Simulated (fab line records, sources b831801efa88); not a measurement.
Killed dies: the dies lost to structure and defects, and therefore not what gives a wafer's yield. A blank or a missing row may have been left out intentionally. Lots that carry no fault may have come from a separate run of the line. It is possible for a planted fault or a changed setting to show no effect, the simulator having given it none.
One fault seen from 2 desks / flow sky130 / each desk holds nothing but its own numbers, with what lay behind them at the end

## FOR THE TOOL OWNER'S DESK: rieMetal-02
The tool's own readings at SKY_METAL2_METAL_ETCH_19 (etches the open film in Cl2/BCl3, stops on SiO2, target depth 360 nm, time 78 s): means of the sampled wafers that have a number, for each lot that ran on this tool. A lot is out of limits, marked OUT, if its mean lies more than 4 standard deviations from the usual mean; the brackets give that distance.
Columns: A = biasW at SKY_METAL2_METAL_ETCH_19, usual 48.48 W; B = drypumpMotorCurrentA at SKY_METAL2_METAL_ETCH_19, usual 5.8 A; C = oesProductAu at SKY_METAL2_METAL_ETCH_19, usual 0.854 a.u.; D = throttleValvePct at SKY_METAL2_METAL_ETCH_19, usual 22.263 %
lot=L272; first seen here=day 36 01:07; A=48.48; B=6.3; C=0.858; D=22.255
lot=L274; first seen here=day 36 13:46; A=48.55; B=6.2; C=0.852; D=22.271
lot=L276; first seen here=day 37 00:55; A=48.59; B=6.3; C=0.854; D=22.267
lot=L277; first seen here=day 37 09:20; A=48.49; B=6.3; C=0.853; D=22.268
lot=L278; first seen here=day 37 16:20; A=47.61 (-5.8) OUT; B=6.2; C=0.849; D=22.262
This desk's finding: out of limits on L278; first on L278, day 37 16:20 (biasW at SKY_METAL2_METAL_ETCH_19). In limits: L272, L274, L276, L277.

## METROLOGY DESK
What the gauges read, lot by lot, whatever tool the lot ran on: means of the sampled wafers that have a number. A lot is out of limits, marked OUT, if its mean lies more than 4 standard deviations from the usual mean; the brackets give that distance.
Columns: A = VIA2_OVL at SKY_VIA2_OVL_MEAS_13, usual 3 nm
lot=L272; first seen here=day 37 05:46; A=11
lot=L273; first seen here=day 37 12:02; A=0
lot=L274; first seen here=day 37 17:52; A=1
lot=L276; first seen here=day 38 03:58; A=1
lot=L277; first seen here=day 38 12:16; A=6
lot=L278; first seen here=day 38 18:44; A=2
lot=L279; first seen here=day 39 02:14; A=11
lot=L280; first seen here=day 39 18:53; A=3
lot=L290; first seen here=day 42 11:13; A=7
lot=L291; first seen here=day 42 14:58; A=7
lot=L293; first seen here=day 43 15:31; A=-2
Finding of this desk: none of the 11 lots has anything out of limits.

## ALL TOGETHER
An alarm could have come from the tool owner's desk at day 37 16:20, on L278.
The metrology desk saw nothing out of limits.
The metrology desk holds a record of L278, inside its limits.
SKY_METAL2_METAL_ETCH_19 was run on rieMetal-02 by each of the lots named.

## WHAT THE SIMULATOR HAD PUT IN
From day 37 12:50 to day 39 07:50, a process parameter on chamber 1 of rieMetal-02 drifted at SKY_METAL2_METAL_ETCH_19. A move of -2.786 in setting biasW, from 48.5. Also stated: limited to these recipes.
Shown lots that were struck: L278.
Each desk's first reading out of limits, in hours after the fault started: the tool owner's desk, 4.
